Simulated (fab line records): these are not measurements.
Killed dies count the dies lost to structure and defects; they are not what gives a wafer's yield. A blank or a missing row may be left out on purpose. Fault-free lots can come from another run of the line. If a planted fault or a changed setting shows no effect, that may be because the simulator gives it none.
Split-lot study / flow gf180mcu / route with 602 steps; 5 lots, 23 wafers read

ABOUT THE SPLIT
At GF_V5_SPUTTER_21 (material Ti, target thk 15 nm, time 80.02 s), the setting chamberPressurePa was moved away from the recipe's 5 Pa on 15 of the 23 wafers read, by -14.8% to +14.7%. For the rest of the wafers, this setting stayed at what the recipe calls for.

The reading is taken at the split's own step.

THE READING
Ti_of_V5_SPUTTER_21.thkNm (the simulator's own value, which no gauge read), in nm, at GF_V5_SPUTTER_21 (material Ti, target thk 15 nm, time 80.02 s). The file does not state a usual value for it. Across the 8 wafers here that went through the recipe, the average is 14.79 nm and the standard deviation 0.14 nm.

wafer=L076.1; tool, chamber at the split=pvdSputter-03, -; chamberPressurePa as run, Pa=5; against the recipe=recipe; Ti_of_V5_SPUTTER_21.thkNm, nm=14.95; against lot-mates on the recipe=-
wafer=L076.2; tool, chamber at the split=pvdSputter-03, -; chamberPressurePa as run, Pa=5; against the recipe=recipe; Ti_of_V5_SPUTTER_21.thkNm, nm=14.9; against lot-mates on the recipe=-
wafer=L076.3; tool, chamber at the split=pvdSputter-03, -; chamberPressurePa as run, Pa=5; against the recipe=recipe; Ti_of_V5_SPUTTER_21.thkNm, nm=14.92; against lot-mates on the recipe=-
wafer=L076.4; tool, chamber at the split=pvdSputter-03, -; chamberPressurePa as run, Pa=5; against the recipe=recipe; Ti_of_V5_SPUTTER_21.thkNm, nm=14.75; against lot-mates on the recipe=-
wafer=L076.5; tool, chamber at the split=pvdSputter-03, -; chamberPressurePa as run, Pa=5; against the recipe=recipe; Ti_of_V5_SPUTTER_21.thkNm, nm=14.86; against lot-mates on the recipe=-
wafer=L078.2; tool, chamber at the split=pvdSputter-02, -; chamberPressurePa as run, Pa=4.26; against the recipe=-14.8%; Ti_of_V5_SPUTTER_21.thkNm, nm=17.21; against lot-mates on the recipe=no lot-mate on the recipe
wafer=L078.3; tool, chamber at the split=pvdSputter-02, -; chamberPressurePa as run, Pa=4.26; against the recipe=-14.8%; Ti_of_V5_SPUTTER_21.thkNm, nm=17.07; against lot-mates on the recipe=no lot-mate on the recipe
wafer=L078.4; tool, chamber at the split=pvdSputter-02, -; chamberPressurePa as run, Pa=4.26; against the recipe=-14.8%; Ti_of_V5_SPUTTER_21.thkNm, nm=17.42; against lot-mates on the recipe=no lot-mate on the recipe
wafer=L078.5; tool, chamber at the split=pvdSputter-02, -; chamberPressurePa as run, Pa=4.26; against the recipe=-14.8%; Ti_of_V5_SPUTTER_21.thkNm, nm=17.09; against lot-mates on the recipe=no lot-mate on the recipe
wafer=L078.6; tool, chamber at the split=pvdSputter-02, -; chamberPressurePa as run, Pa=4.26; against the recipe=-14.8%; Ti_of_V5_SPUTTER_21.thkNm, nm=17.1; against lot-mates on the recipe=no lot-mate on the recipe
wafer=L079.1; tool, chamber at the split=pvdSputter-02, -; chamberPressurePa as run, Pa=5; against the recipe=recipe; Ti_of_V5_SPUTTER_21.thkNm, nm=14.59; against lot-mates on the recipe=-
wafer=L079.4; tool, chamber at the split=pvdSputter-02, -; chamberPressurePa as run, Pa=5; against the recipe=recipe; Ti_of_V5_SPUTTER_21.thkNm, nm=14.55; against lot-mates on the recipe=-
wafer=L079.5; tool, chamber at the split=pvdSputter-02, -; chamberPressurePa as run, Pa=5; against the recipe=recipe; Ti_of_V5_SPUTTER_21.thkNm, nm=14.76; against lot-mates on the recipe=-
wafer=L082.1; tool, chamber at the split=pvdSputter-03, -; chamberPressurePa as run, Pa=5.735; against the recipe=+14.7%; Ti_of_V5_SPUTTER_21.thkNm, nm=13.45; against lot-mates on the recipe=no lot-mate on the recipe
wafer=L082.2; tool, chamber at the split=pvdSputter-03, -; chamberPressurePa as run, Pa=5.735; against the recipe=+14.7%; Ti_of_V5_SPUTTER_21.thkNm, nm=13.49; against lot-mates on the recipe=no lot-mate on the recipe
wafer=L082.3; tool, chamber at the split=pvdSputter-03, -; chamberPressurePa as run, Pa=5.735; against the recipe=+14.7%; Ti_of_V5_SPUTTER_21.thkNm, nm=13.39; against lot-mates on the recipe=no lot-mate on the recipe
wafer=L082.5; tool, chamber at the split=pvdSputter-03, -; chamberPressurePa as run, Pa=5.735; against the recipe=+14.7%; Ti_of_V5_SPUTTER_21.thkNm, nm=13.44; against lot-mates on the recipe=no lot-mate on the recipe
wafer=L082.6; tool, chamber at the split=pvdSputter-03, -; chamberPressurePa as run, Pa=5.735; against the recipe=+14.7%; Ti_of_V5_SPUTTER_21.thkNm, nm=13.56; against lot-mates on the recipe=no lot-mate on the recipe
wafer=L084.1; tool, chamber at the split=pvdSputter-02, -; chamberPressurePa as run, Pa=4.546; against the recipe=-9.1%; Ti_of_V5_SPUTTER_21.thkNm, nm=16.1; against lot-mates on the recipe=no lot-mate on the recipe
wafer=L084.2; tool, chamber at the split=pvdSputter-02, -; chamberPressurePa as run, Pa=4.546; against the recipe=-9.1%; Ti_of_V5_SPUTTER_21.thkNm, nm=15.87; against lot-mates on the recipe=no lot-mate on the recipe
wafer=L084.4; tool, chamber at the split=pvdSputter-02, -; chamberPressurePa as run, Pa=4.546; against the recipe=-9.1%; Ti_of_V5_SPUTTER_21.thkNm, nm=16.35; against lot-mates on the recipe=no lot-mate on the recipe
wafer=L084.5; tool, chamber at the split=pvdSputter-02, -; chamberPressurePa as run, Pa=4.546; against the recipe=-9.1%; Ti_of_V5_SPUTTER_21.thkNm, nm=15.77; against lot-mates on the recipe=no lot-mate on the recipe
wafer=L084.6; tool, chamber at the split=pvdSputter-02, -; chamberPressurePa as run, Pa=4.546; against the recipe=-9.1%; Ti_of_V5_SPUTTER_21.thkNm, nm=16.3; against lot-mates on the recipe=no lot-mate on the recipe

THE FIT
A straight line over all 23 wafers: Ti_of_V5_SPUTTER_21.thkNm changes by -0.124 nm for each +1% of chamberPressurePa; r = -0.98; the points scatter about the line by 0.3 nm.
Too few moved wafers with a lot-mate on the recipe to fit a line net of each lot's own level.

FILE'S OWN FIT
Ti_of_V5_SPUTTER_21.thkNm changes by -0.124 nm for each +1% of chamberPressurePa, r = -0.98.
